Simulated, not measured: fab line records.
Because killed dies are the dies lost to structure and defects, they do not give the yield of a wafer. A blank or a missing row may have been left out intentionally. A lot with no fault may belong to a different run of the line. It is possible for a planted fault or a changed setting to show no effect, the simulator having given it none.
Matching of chambers / flow sky130 / 4 sister chambers for SKY_VIA4_CMP_21 on cmp-01
The step polishes, stops on SiO2, t overpolish 25 s, target thk 0 nm. 8 wafers are shown with their chamber, then 9 later ones without.

== EACH WAFER AND ITS CHAMBER ==
wafer=L741.3; chamber=2; motor_current_A (A)=13.0; overpolish_run_s (s)=24.995
wafer=L746.1; chamber=3; motor_current_A (A)=11.6; overpolish_run_s (s)=25.008
wafer=L746.3; chamber=2; motor_current_A (A)=12.2; overpolish_run_s (s)=24.989
wafer=L752.5; chamber=1; motor_current_A (A)=11.3; overpolish_run_s (s)=25.002
wafer=L752.6; chamber=0; motor_current_A (A)=11.0; overpolish_run_s (s)=25.000
wafer=L753.3; chamber=1; motor_current_A (A)=12.0; overpolish_run_s (s)=24.997
wafer=L753.5; chamber=0; motor_current_A (A)=10.8; overpolish_run_s (s)=25.014
wafer=L753.6; chamber=3; motor_current_A (A)=11.6; overpolish_run_s (s)=25.009

== WAFERS WITHOUT THEIR CHAMBER ==
wafer=L754.1; motor_current_A (A)=11.7; overpolish_run_s (s)=25.003
wafer=L754.4; motor_current_A (A)=12.9; overpolish_run_s (s)=24.991
wafer=L754.5; motor_current_A (A)=11.5; overpolish_run_s (s)=25.004
wafer=L760.1; motor_current_A (A)=13.7; overpolish_run_s (s)=24.978
wafer=L760.3; motor_current_A (A)=11.2; overpolish_run_s (s)=24.999
wafer=L760.4; motor_current_A (A)=12.1; overpolish_run_s (s)=25.012
wafer=L761.1; motor_current_A (A)=10.2; overpolish_run_s (s)=24.983
wafer=L761.2; motor_current_A (A)=12.3; overpolish_run_s (s)=24.999
wafer=L761.5; motor_current_A (A)=13.0; overpolish_run_s (s)=24.997

== WHICH CHAMBER EACH ONE RAN IN ==
wafer=L754.1; from the rows above=can't be placed: 1 or 3 or 0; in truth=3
wafer=L754.4; from the rows above=2; in truth=2
wafer=L754.5; from the rows above=can't be placed: 3 or 1 or 0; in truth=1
wafer=L760.1; from the rows above=2; in truth=2
wafer=L760.3; from the rows above=can't be placed: 1 or 0 or 3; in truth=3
wafer=L760.4; from the rows above=can't be placed: 3 or 1 or 0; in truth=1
wafer=L761.1; from the rows above=can't be placed: 0 or 1 or 3 or 2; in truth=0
wafer=L761.2; from the rows above=can't be placed: 2 or 1 or 3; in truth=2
wafer=L761.5; from the rows above=2; in truth=2
3 of 9 placed correctly. Not placeable from these rows: 6 (in 6, the candidates include the true chamber). 0 placed wrongly.
How it was worked out, from the rows above alone: a wafer's distance from a chamber is the root of the sum, over the readings, of the square of ((its reading less the chamber's mean) divided by the reading's scatter). If the next closest chamber is less than 2 further off than the closest, the wafer can't be placed; otherwise it belongs to the closest. The mean given for a chamber averages the wafers shown for that chamber. The scatter: the root of (the sum of the squares of (reading less its chamber's mean) over the shown wafers, divided by (wafers less chambers)).
